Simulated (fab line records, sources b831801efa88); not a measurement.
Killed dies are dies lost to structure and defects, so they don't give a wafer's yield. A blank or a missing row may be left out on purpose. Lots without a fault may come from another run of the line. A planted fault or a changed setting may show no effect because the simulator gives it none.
Problem report in the 8D (eight disciplines) form, filled by code | flow sky130 | the parts of the form that need people (team, actions taken, sign-off) are left out

1. THE PROBLEM
run_length_s at SKY_PAD_OPEN_STRIP_09 reads a mean of 1281 s on 3 wafers of 1 lot; wafers without a fault read 1227 s with a standard deviation of 3.1. That is +17 standard deviations from the usual mean.
The step: strips in post etch residue remover, time 1200 s.
First seen on wafer L977.1, day 49 23:01, on wet_bench-03. The record holds 36 wafers of 12 lots with a number at this step. Rule for "out", or "out of limits": more than 4 standard deviations from the usual mean. The other wafers with a number count as sound.

2. WHAT IT IS AND WHAT IT IS NOT
question                    | is                     | is not
which readings at this step | run_length_s           | bath_guard_temp_C
which lots                  | L977                   | L959, L960, L962, L963, L964, L966, L967, L968, L974, L979, L982
which wafers of those lots  | all that have a number | -
read on which tools         | wet_bench-03           | wet_bench-02, wet_bench-04
when                        | from day 49 23:01      | up to then (27 sound wafers); but 6 sound wafers of L979, L982 came after

3. SUSPECTS, AND WHAT RULES EACH OUT
Counting: a tool at a process step up to the reading stays a suspect if it ran every lot that is out and no sound lot after the first of them.
- plasma_asher-02 at SKY_METAL3_STRIP_19 (strips in O2/N2): ruled out as a lasting fault. Sound lots L979 ran on it after its first lot that is out, L977 (day 43 21:51).
- wet_bench-03 at SKY_PAD_OPEN_STRIP_09 (strips in post etch residue remover, time 1200 s): ruled out as a lasting fault. Sound lots L979 ran on it after its first lot that is out, L977 (day 49 23:01).
Left after counting: nothing in the record.

4. THE CAUSE (what the simulator had put in)
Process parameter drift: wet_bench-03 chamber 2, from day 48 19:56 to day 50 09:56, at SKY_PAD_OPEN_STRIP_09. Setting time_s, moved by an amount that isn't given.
Counting ruled it out, wrongly.

5. THE CHAIN OF EFFECTS, in route order
Each row: a reading whose mean over the struck wafers that have a number lies more than 3 standard deviations from the usual. Only readings for which the record gives a usual standard deviation are gone through. hours: the time from each lot's start at the first step in this table that gives one to its start at this step, as a median over the lots. sigmas: the change in usual standard deviations.
hours | step                  | reading      | usual  | on struck wafers | change | sigmas
0     | SKY_PAD_OPEN_STRIP_09 | run_length_s | 1227 s | 1281             | +54    | +17
The process steps in it:
- SKY_PAD_OPEN_STRIP_09: strips in post etch residue remover, time 1200 s.

6. WHAT WOULD HAVE CAUGHT IT SOONER
In this record the first reading out of limits was taken at day 49 23:01, 27 hours after the fault began at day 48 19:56.
